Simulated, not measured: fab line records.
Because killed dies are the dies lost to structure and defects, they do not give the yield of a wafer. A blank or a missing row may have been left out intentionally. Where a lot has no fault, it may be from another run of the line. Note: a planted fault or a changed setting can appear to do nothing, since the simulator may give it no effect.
The same fault as seen by 2 desks    flow sfqLine    what lay behind the numbers comes last; until then each desk has only its own

== FOR THE TOOL OWNER'S DESK: cmp-01 ==
The tool's own readings at SFQ_TRILAYER_I3_CMP_CMP_082 (polishes SiO2): means of the sampled wafers that have a number, for each lot that ran on this tool. Marked OUT: a lot whose mean sits more than 4 standard deviations from the usual mean, which makes it out of limits; the brackets give that distance.
Columns: A = motorCurrentA at SFQ_TRILAYER_I3_CMP_CMP_082, usual 10.2 A; B = slurryFilterDpKPa at SFQ_TRILAYER_I3_CMP_CMP_082, usual 13.51 kPa; C = timeToEndpointS at SFQ_TRILAYER_I3_CMP_CMP_082, usual 212 s
lot   first seen here  A     B      C
L443  day 44 23:32     10.5  13.51  218
L444  day 45 03:06     10.9  13.53  228
L445  day 45 07:24     10.4  13.38  207
L446  day 45 12:12     10.6  13.56  202
L459  day 51 05:40     10.0  13.51  208
L462  day 51 12:05     11.0  13.54  213
L465  day 52 18:33     9.9   13.51  210
L466  day 53 13:52     11.1  13.52  205
This desk found nothing out of limits on any of the 8 lots.

== AT THE METROLOGY DESK ==
What the gauges read, lot by lot, whatever tool the lot ran on: means of the sampled wafers that have a number. Marked OUT: a lot whose mean sits more than 4 standard deviations from the usual mean, which makes it out of limits; the brackets give that distance.
Columns: A = M8_AU_RS at SFQ_M8_RS_MEAS_949, usual 0.1543 ohm/sq
lot   first seen here  A
L443  day 74 03:41     0.1562
L444  day 77 23:33     0.1530
L445  day 78 00:45     0.1545
L446  day 82 00:18     0.1536
L447  day 82 01:30     0.1555
L454  day 91 19:14     0.1539
L456  day 92 04:08     0.1542
L457  day 92 08:35     0.1536
L459  day 92 12:26     0.1531
L461  day 92 17:00     0.1528
L462  day 92 19:22     0.1549
L463  day 92 23:08     0.1541
L465  day 93 01:29     0.1537
L466  day 93 05:14     0.1539
This desk found nothing out of limits on any of the 14 lots.

== TAKEN TOGETHER ==
The desk of the tool owner found nothing out of limits.
The metrology desk saw nothing out of limits.

== WHAT THE SIMULATOR PUT IN ==
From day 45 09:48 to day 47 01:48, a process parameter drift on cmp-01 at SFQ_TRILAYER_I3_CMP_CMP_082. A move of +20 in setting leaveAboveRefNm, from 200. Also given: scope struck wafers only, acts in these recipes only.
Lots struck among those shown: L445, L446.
